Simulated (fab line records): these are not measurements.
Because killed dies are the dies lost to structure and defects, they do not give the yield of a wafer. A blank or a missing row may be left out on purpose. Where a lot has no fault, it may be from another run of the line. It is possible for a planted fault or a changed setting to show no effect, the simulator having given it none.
Which tool did it? || flow sky130 || 12 lots with 36 wafers sampled at 2 steps, on a route of 708 steps

## WHAT THE GAUGES SHOWED, per wafer
SKY_VIA2_THK_MEAS_23: measures by xrf.
{"lot": "L136", "measured": "day 36 03:29", "on": "film-metro-03", "VIA2_W_THK (nm)": "414 415 436"}
{"lot": "L137", "measured": "day 36 12:28", "on": "film-metro-02", "VIA2_W_THK (nm)": "403 404 423"}
{"lot": "L138", "measured": "day 36 19:50", "on": "film-metro-03", "VIA2_W_THK (nm)": "419 436 422"}
{"lot": "L139", "measured": "day 37 06:07", "on": "film-metro-03", "VIA2_W_THK (nm)": "428 422 424"}
{"lot": "L141", "measured": "day 37 17:09", "on": "film-metro-02", "VIA2_W_THK (nm)": "407 409 412"}
{"lot": "L143", "measured": "day 38 12:23", "on": "film-metro-02", "VIA2_W_THK (nm)": "407 405 403"}
{"lot": "L144", "measured": "day 39 02:26", "on": "film-metro-03", "VIA2_W_THK (nm)": "424 420 421"}
{"lot": "L149", "measured": "day 40 07:36", "on": "film-metro-04", "VIA2_W_THK (nm)": "405 407 426"}
{"lot": "L150", "measured": "day 40 17:07", "on": "film-metro-02", "VIA2_W_THK (nm)": "420 407 422"}
{"lot": "L153", "measured": "day 41 08:23", "on": "film-metro-02", "VIA2_W_THK (nm)": "414 411 412"}
{"lot": "L157", "measured": "day 42 13:05", "on": "film-metro-02", "VIA2_W_THK (nm)": "410 412 410"}
{"lot": "L158", "measured": "day 42 18:48", "on": "film-metro-03", "VIA2_W_THK (nm)": "418 435 417"}

## EACH LOT AND THE TOOL THAT RAN IT (in order: tool; ch and the chambers of the sampled wafers; start)
{"lot": "L136", "SKY_VIA2_CMP_02": "cmp-02 ch 0,2,3, day 34 23:47"}
{"lot": "L137", "SKY_VIA2_CMP_02": "cmp-02 ch 2,3, day 35 09:02"}
{"lot": "L138", "SKY_VIA2_CMP_02": "cmp-02 ch 0,2,3, day 35 16:19"}
{"lot": "L139", "SKY_VIA2_CMP_02": "cmp-02 ch 1,2,3, day 36 02:49"}
{"lot": "L141", "SKY_VIA2_CMP_02": "cmp-02 ch 1,2, day 36 13:41"}
{"lot": "L143", "SKY_VIA2_CMP_02": "cmp-01 ch 0,1, day 37 09:17"}
{"lot": "L144", "SKY_VIA2_CMP_02": "cmp-02 ch 0,1, day 37 22:57"}
{"lot": "L149", "SKY_VIA2_CMP_02": "cmp-01 ch 0,1,3, day 39 05:37"}
{"lot": "L150", "SKY_VIA2_CMP_02": "cmp-01 ch 0,2,3, day 39 15:44"}
{"lot": "L153", "SKY_VIA2_CMP_02": "cmp-02 ch 0,1, day 40 07:12"}
{"lot": "L157", "SKY_VIA2_CMP_02": "cmp-02 ch 0,1,2, day 41 12:17"}
{"lot": "L158", "SKY_VIA2_CMP_02": "cmp-01 ch 0,1,2, day 41 17:58"}
- SKY_VIA2_CMP_02: polishes SiO2.

## WHAT THE TOOLS THEMSELVES READ (means of the sampled wafers that have a number; where no wafer has one, the mark that the record gives instead)
SKY_VIA2_CMP_02.
{"lot": "L136", "tool": "cmp-02", "head-pressure-psi (psi)": 3.996, "motor-current-A (A)": 13.0, "retaining-ring-pressure-frac": 1.004, "slurry-filter-dp-kPa (kPa)": 13.39}
{"lot": "L137", "tool": "cmp-02", "head-pressure-psi (psi)": 4.001, "motor-current-A (A)": 14.6, "retaining-ring-pressure-frac": 1.003, "slurry-filter-dp-kPa (kPa)": 13.44}
{"lot": "L138", "tool": "cmp-02", "head-pressure-psi (psi)": 4.004, "motor-current-A (A)": 13.3, "retaining-ring-pressure-frac": 1.002, "slurry-filter-dp-kPa (kPa)": 13.47}
{"lot": "L139", "tool": "cmp-02", "head-pressure-psi (psi)": 4.007, "motor-current-A (A)": 14.2, "retaining-ring-pressure-frac": 1.001, "slurry-filter-dp-kPa (kPa)": 13.46}
{"lot": "L141", "tool": "cmp-02", "head-pressure-psi (psi)": 4.003, "motor-current-A (A)": 14.0, "retaining-ring-pressure-frac": 1.003, "slurry-filter-dp-kPa (kPa)": 13.40}
{"lot": "L143", "tool": "cmp-01", "head-pressure-psi (psi)": 4.000, "motor-current-A (A)": 11.8, "retaining-ring-pressure-frac": 0.996, "slurry-filter-dp-kPa (kPa)": 13.56}
{"lot": "L144", "tool": "cmp-02", "head-pressure-psi (psi)": 4.001, "motor-current-A (A)": 13.2, "retaining-ring-pressure-frac": 1.002, "slurry-filter-dp-kPa (kPa)": 13.34}
{"lot": "L149", "tool": "cmp-01", "head-pressure-psi (psi)": 4.004, "motor-current-A (A)": 11.8, "retaining-ring-pressure-frac": 0.997, "slurry-filter-dp-kPa (kPa)": 13.46}
{"lot": "L150", "tool": "cmp-01", "head-pressure-psi (psi)": 3.993, "motor-current-A (A)": 11.2, "retaining-ring-pressure-frac": 0.998, "slurry-filter-dp-kPa (kPa)": 13.50}
{"lot": "L153", "tool": "cmp-02", "head-pressure-psi (psi)": 4.005, "motor-current-A (A)": 13.7, "retaining-ring-pressure-frac": 1.000, "slurry-filter-dp-kPa (kPa)": 13.49}
{"lot": "L157", "tool": "cmp-02", "head-pressure-psi (psi)": 3.997, "motor-current-A (A)": 14.0, "retaining-ring-pressure-frac": 0.998, "slurry-filter-dp-kPa (kPa)": 13.47}
{"lot": "L158", "tool": "cmp-01", "head-pressure-psi (psi)": 3.995, "motor-current-A (A)": 12.0, "retaining-ring-pressure-frac": 0.997, "slurry-filter-dp-kPa (kPa)": 13.46}

## THE ANSWER, worked out from the rows above alone
Rule: the lots themselves supply what counts as usual. Put in order of their means at a reading, lots are off if they are a third of the lots or fewer, leave a main group of 4 or more, and stand apart from it by a gap of 3 or more times the standard deviation of the main group's means; of several such gaps the widest counts. Not used: any main group whose means are identical at the precision the tables above print for the reading. A lot without any number at a reading at which 4 lots or more have one is off too. Where the step has rows for the other lots, those lots are counted as sound. After the gauges, taken in route order, come the tools' own readings; for these a lot's mean is taken, as printed above. The first step at which some lot is off is used, and at that step the reading that is off furthest; a lot without a number counts as furthest.
No lot is off on any of the readings shown, so nothing can be concluded from this.

## WHAT THE SIMULATOR PUT IN
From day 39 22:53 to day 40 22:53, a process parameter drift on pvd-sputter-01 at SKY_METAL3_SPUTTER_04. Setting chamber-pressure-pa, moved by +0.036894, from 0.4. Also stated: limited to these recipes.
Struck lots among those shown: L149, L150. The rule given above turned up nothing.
